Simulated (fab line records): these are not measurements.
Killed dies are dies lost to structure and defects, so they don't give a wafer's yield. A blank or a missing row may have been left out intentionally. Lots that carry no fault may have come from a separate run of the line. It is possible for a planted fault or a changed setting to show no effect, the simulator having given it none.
A lot that was struck, set against a sound lot | flow sky130 | 15 out of 708 route steps
Sound: the wafers L737.1, L737.3, L737.4. The struck wafers were L750.1, L750.4, L750.5. The cause is given at the end.
At each step with rows: each side's tool, then ch and its chambers, then its first start. Under that, the readings that differ: sound wafers | struck wafers | difference of the means | sigmas: that difference in standard deviations of wafers without a fault.
alike: readings with means less than 2 such deviations apart, plus words and numbers identical on both sides. not compared: withheld readings, readings lacking a value on some wafer, bounds such as >300 that could conceal the same value, and numbers that have no deviation in the record and whose values overlap.
Wherever a step has rows on one side only, a row that says differs or no value, or a row with sigmas, the two part there. Non-overlapping numbers with no deviation appear without sigmas and do not part them. A reading missing from all wafers of one side parts the sides only when that side holds two or more wafers.

first, 8 steps without rows for these wafers: SKY_LOCAL_INTERCONNECT_DEHYDRATE_03 (time 60 s); SKY_LOCAL_INTERCONNECT_HMDS_04 (prime time 60 s); SKY_LOCAL_INTERCONNECT_COAT_05 (resist thk 60 nm); SKY_LOCAL_INTERCONNECT_COAT_06 (resist thk 450 nm); SKY_LOCAL_INTERCONNECT_SOFTBAKE_07 (time 90 s); SKY_LOCAL_INTERCONNECT_EXPOSE_08 (exposes mask LI1M, target cd 170 nm); SKY_LOCAL_INTERCONNECT_PEB_09; SKY_LOCAL_INTERCONNECT_DEVELOP_10 (develop time 60 s).
SKY_LOCAL_INTERCONNECT_CD_MEAS_11: the cd target is 170 nm.
  struck on cdSem-01, day 36 05:13; sound on cdSem-01, day 32 00:16
  alike: cdNm
SKY_LOCAL_INTERCONNECT_OVL_MEAS_12:
  struck on overlay-01, day 36 05:20; sound on overlay-01, day 32 00:23
reading                     | sound     | struck | difference | sigmas
LOCAL_INTERCONNECT_OVL (nm) | -13 -5 -7 | 2 5 4  | +12        | +2
SKY_LOCAL_INTERCONNECT_ETCH_13: etches BARC in N2/H2, stops on SiO2, time 45.9 s, target depth 60 nm.
  sound on rieMetal-04 ch 0,1, day 32 00:25; struck on rieMetal-04 ch 1, day 36 05:22
  alike: biasW, drypumpMotorCurrentA, oesProductAu, throttleValvePct
  not compared: rfHoursCounterH
SKY_LOCAL_INTERCONNECT_METAL_ETCH_14: etches TiN in Cl2/BCl3, stops on PSG, target depth 110 nm, time 31.4 s.
  sound on rieMetal-04 ch 0,1, day 32 00:29; struck on rieMetal-04 ch 1, day 36 05:26
  alike: biasW, drypumpMotorCurrentA, oesProductAu, throttleValvePct
  not compared: rfHoursCounterH
SKY_LOCAL_INTERCONNECT_STRIP_15: strips in O2/N2.
  sound on plasmaAsher-02 ch 0,1, day 32 00:32; struck on plasmaAsher-04 ch 1, day 36 05:29
  no value came back on the struck wafers for chamberPressureMTorr (mTorr), drypumpMotorCurrentA (A), oesProductAu (a.u.), stripTimeToEndpointS (s); on the sound wafers chamberPressureMTorr (mTorr) reads 1500.5 1498.5 1502.1
reading                                                  | sound | struck            | difference | sigmas
model.KrF-thick_of_LOCAL_INTERCONNECT_COAT_06.thkNm (nm) | 0 0 0 | 349.8 348.4 348.8 | +349.0     | 
  not compared: rfHoursCounterH
then, 1 step without rows for these wafers: SKY_LOCAL_INTERCONNECT_STRIP_16 (strips in post etch residue remover, time 1200 s).
-- a jump in the record: the struck wafers' starts before and after are 14 days apart (it breaks off in module LOCAL_INTERCONNECT and resumes in module PAD_OPEN, where the first step shown is number 708 of the route) --
SKY_PAD_OPEN_PROBE_99:
  only the struck wafers here have rows in the record (prober-01, day 49 23:54); the sound ones have none

WHERE THEY PART
At SKY_LOCAL_INTERCONNECT_OVL_MEAS_12 first; at SKY_PAD_OPEN_PROBE_99 last (within this record only).

WHY: what had been put in by the simulator
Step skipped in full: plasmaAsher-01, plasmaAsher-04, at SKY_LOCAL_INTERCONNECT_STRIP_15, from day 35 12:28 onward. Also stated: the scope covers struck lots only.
